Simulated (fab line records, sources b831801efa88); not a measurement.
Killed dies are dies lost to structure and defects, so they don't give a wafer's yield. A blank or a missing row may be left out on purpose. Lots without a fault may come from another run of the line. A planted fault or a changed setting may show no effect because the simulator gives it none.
fab line records | flow sky130
record lots=7 wafers=21 last_day=50
route steps=708 shown NWELL@79 PWDE@84 VT_ADJUST_HVTP@85
lots that met no fault: from a run of the same line without faults
start_h: hours from the record's first day to the start of the lot's first wafer shown | wait_h: hours since the lot's step before | " the same as in the row above | L1.1+2: a row that stands for several wafers | - no value, or no start given | * or withheld: withheld | < > ~ a bound
route shown NAME@n: a module of which the file shows steps, and the number in the route of the first | usual: mean/standard deviation of fault-free wafers | same: alike in all rows | chamber/n: place in a boat | sites: the reading at each site | _std_site: their standard deviation | _edge_site: outer sites' mean less inner sites' | radius_mm: how far each site lies from the wafer's centre | mask NAME#n: copy n | behind: the tool/chamber that last shaped the wafer | hold: why the lot was held/for how many hours/how that ended | device: the transistor (n, p or np) that didn't switch | end of line: the same wafers' tests at the end of the route | a step without rows: its recipe alone | killed: dies lost to structure and defects at the first sort, not the wafer's yield | map: a wafer's dies, x killed, . not, _ none there
set.NAME: the setting as run; set.NAME@STEP: as run at that earlier step | model.NAME: the simulator's own value behind a step, which no gauge read
lots at some steps of the route; a table a step, a row a wafer
## steps
# step SKY_NWELL_TW_MEAS_26
# usual NWELL_2_TW=491/4
# columns lot.wafer tool chamber start_h wait_h NWELL_2_TW
L292.3 film_metro-04 - 144.52 0.1 495
L292.5 " - " " 495
L292.6 " - " " 494
L293.2 film_metro-02 - 151.26 0.1 491
L293.4 " - " " 492
L293.5 " - " " 492
L294.1 film_metro-03 - 153.61 0.1 487
L294.3 " - " " 484
L294.5 " - " " 486
L297.3 film_metro-03 - 173.12 0.1 486
L297.4 " - " " 485
L297.6 " - " " 486
L302.4 film_metro-02 - 207.63 0.1 492
L302.5 " - " " 490
L302.6 " - " " 488
L303.2 film_metro-03 - 210.46 0.1 485
L303.3 " - " " 487
L303.4 " - " " 487
L308.2 film_metro-04 - 247.22 0.1 495
L308.3 " - " " 495
L308.4 " - " " 495
# step SKY_NWELL_CLEAN_27
# recipe chemistry=SC1/SC2 mix=1:4:20 temp_c=70 time_s=150 dry=n2_spin
# step SKY_NWELL_RTA_28
# recipe temp_c=1050 time_s=30 idle_temp_c=650 ramp_up_c_per_s=150 ramp_down_c_per_s=90 ambient=N2
# usual lamp_power_pct=25.31/0.045 wafer_temp_C_max=1054.8/0.88
# columns lot.wafer tool chamber start_h wait_h lamp_power_pct wafer_temp_C_max
L292.3 rtp_anneal-01 0 144.65 0.0 25.29 1053.7
L292.5 " 0 " " 25.28 1054.8
L292.6 " 0 " " 25.31 1054.3
L293.2 rtp_anneal-02 0 151.44 0.0 25.33 1055.6
L293.4 " 0 " " 25.29 1055.2
L293.5 " 0 " " 25.34 1054.4
L294.1 rtp_anneal-01 0 153.73 0.0 25.27 1054.4
L294.3 " 0 " " 25.34 1055.6
L294.5 " 0 " " 25.27 1055.3
L297.3 rtp_anneal-01 0 173.25 0.0 25.27 1054.8
L297.4 " 0 " " 25.32 1054.1
L297.6 " 0 " " 25.30 1054.2
L302.4 rtp_anneal-02 0 207.77 0.1 25.32 1053.9
L302.5 " 0 " " 25.28 1053.8
L302.6 " 0 " " 25.28 1054.5
L303.2 rtp_anneal-01 0 210.58 0.0 25.33 1054.7
L303.3 " 0 " " 25.30 1054.7
L303.4 " 0 " " 25.32 1055.3
L308.2 rtp_anneal-01 0 247.34 0.0 25.34 1055.8
L308.3 " 0 " " 25.30 1053.6
L308.4 " 0 " " 25.38 1056.2
# step SKY_NWELL_RS_MEAS_29
# recipe thk_meas_gauge=four-point-probe
# usual NWELL_RS=628.1/1.6
# columns lot.wafer tool chamber start_h wait_h NWELL_RS[ohm/sq]
L292.3 film_metro-03 - 144.76 0.1 627.6
L292.5 " - " " 626.6
L292.6 " - " " 627.3
L293.2 film_metro-03 - 151.54 0.1 625.7
L293.4 " - " " 629.0
L293.5 " - " " 625.0
L294.1 film_metro-02 - 153.83 0.1 630.1
L294.3 " - " " 626.4
L294.5 " - " " 627.6
L297.3 film_metro-04 - 173.36 0.1 628.8
L297.4 " - " " 628.0
L297.6 " - " " 628.7
L302.4 film_metro-04 - 207.88 0.1 624.6
L302.5 " - " " 626.7
L302.6 " - " " 626.8
L303.2 film_metro-04 - 210.69 0.1 630.2
L303.3 " - " " 630.3
L303.4 " - " " 630.8
L308.2 film_metro-04 - 247.45 0.1 627.2
L308.3 " - " " 628.9
L308.4 " - " " 627.3
# step SKY_NWELL_RS_MEAS_31
# recipe thk_meas_gauge=four-point-probe
# usual PWDE_RS=5359/16
# columns lot.wafer tool chamber start_h wait_h PWDE_RS[ohm/sq]
L292.3 film_metro-03 - 145.00 0.1 5331
L292.5 " - " " 5342
L292.6 " - " " 5352
L293.2 film_metro-03 - 151.78 0.1 5371
L293.4 " - " " 5359
L293.5 " - " " 5367
L294.1 film_metro-02 - 154.07 0.1 5375
L294.3 " - " " 5360
L294.5 " - " " 5362
L297.3 film_metro-04 - 173.60 0.1 5366
L297.4 " - " " 5361
L297.6 " - " " 5360
L302.4 film_metro-04 - 208.12 0.1 5370
L302.5 " - " " 5369
L302.6 " - " " 5375
L303.2 film_metro-04 - 210.93 0.1 5363
L303.3 " - " " 5349
L303.4 " - " " 5338
L308.2 film_metro-04 - 247.69 0.1 5407
L308.3 " - " " 5392
L308.4 " - " " 5394
# step SKY_VT_ADJUST_HVTP_DEHYDRATE_00
# recipe temp_c=200 time_s=60
# step SKY_VT_ADJUST_HVTP_HMDS_01
# recipe prime_time_s=60 prime_temp_c=120
# step SKY_VT_ADJUST_HVTP_COAT_02
# recipe resist=NOVOLAK spin_rpm=3046 resist_thk_nm=1140
# step SKY_VT_ADJUST_HVTP_SOFTBAKE_03
# recipe temp_c=90 time_s=60 resist=NOVOLAK
# step SKY_VT_ADJUST_HVTP_EXPOSE_04
# recipe mask_id=HVTPM na=0.6 source_shape=conventional sigma_outer=0.6 polarization=unpolarized target_cd_nm=380 dose_mj=140
# step SKY_VT_ADJUST_HVTP_PEB_05
# recipe temp_c=withheld time_s=* resist=NOVOLAK
# step SKY_VT_ADJUST_HVTP_DEVELOP_06
# recipe resist=NOVOLAK developer=TMAH develop_time_s=60 dev_temp_c=23
# usual chill_plate_temp_C=23.02/0.11 develop_time_s=60/0
# columns lot.wafer tool chamber start_h wait_h chill_plate_temp_C develop_time_s
L292.3 litho_track-03 - 164.42 0.1 - -
L292.5 " - " " - -
L292.6 " - " " - -
L293.2 litho_track-01 - 171.78 0.1 - -
L293.4 " - " " - -
L293.5 " - " " - -
L294.1 litho_track-04 - 173.63 0.1 - -
L294.3 " - " " - -
L294.5 " - " " - -
L297.3 litho_track-03 0 194.67 0.1 22.97 60
L297.4 " 0 " " 23.04 60
L297.6 " 0 " " 23.02 60
L302.4 litho_track-01 0 231.28 0.1 22.81 60
L302.5 " 0 " " 22.86 60
L302.6 " 0 " " 22.84 60
L303.2 litho_track-03 0 234.19 0.1 23.23 60
L303.3 " 0 " " 22.99 60
L303.4 " 0 " " 23.14 60
L308.2 litho_track-01 0 270.98 0.1 22.99 60
L308.3 " 0 " " 23.15 60
L308.4 " 0 " " 23.10 60
# step SKY_VT_ADJUST_HVTP_CD_MEAS_07
# recipe target_cd_nm=380
# usual cd_nm=380.1/2.4
# columns lot.wafer tool chamber start_h wait_h cd_nm
L292.3 cd_sem-02 - 164.56 0.1 -
L292.5 " - " " -
L292.6 " - " " -
L293.2 cd_sem-01 - 171.93 0.1 -
L293.4 " - " " -
L293.5 " - " " -
L294.1 cd_sem-02 - 173.78 0.1 -
L294.3 " - " " -
L294.5 " - " " -
L297.3 cd_sem-01 - 194.81 0.1 380.9
L297.4 " - " " 381.5
L297.6 " - " " 380.4
L302.4 cd_sem-02 - 231.42 0.1 381.4
L302.5 " - " " 381.2
L302.6 " - " " 381.1
L303.2 cd_sem-02 - 234.34 0.1 382.1
L303.3 " - " " 381.0
L303.4 " - " " 381.6
L308.2 cd_sem-01 - 271.13 0.1 379.6
L308.3 " - " " 380.2
L308.4 " - " " 380.6
## key
first_sign step=SKY_VT_ADJUST_HVTP_DEVELOP_06 reading=tool_record direction=missing
effect none on later readings
met_at SKY_VT_ADJUST_HVTP_DEVELOP_06
struck_wafers L292.3,L292.5,L292.6,L293.2,L293.4,L293.5,L294.1,L294.3,L294.5
sort_left_out L292.3,L292.5,L292.6,L293.2,L293.4,L293.5,L294.1,L294.3,L294.5
tester_left_out L292,L293,L294
fault kind=skipped_step_whole tool=litho_track-01,litho_track-03,litho_track-04 chamber=- onset_h=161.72 steps=SKY_VT_ADJUST_HVTP_DEVELOP_06 scope=struck_lots_only
# tester_left_out: of these lots the tester's yield and bins aren't shown, on N5 and GAA mostly nor the transistor test; their killed dies are dies lost to structure and defects alone, not to doping, threshold or leakage, so they don't give the yield
# sort_left_out: the simulated sort isn't trusted on such a fault, so these wafers' sort isn't shown, and their yield isn't known
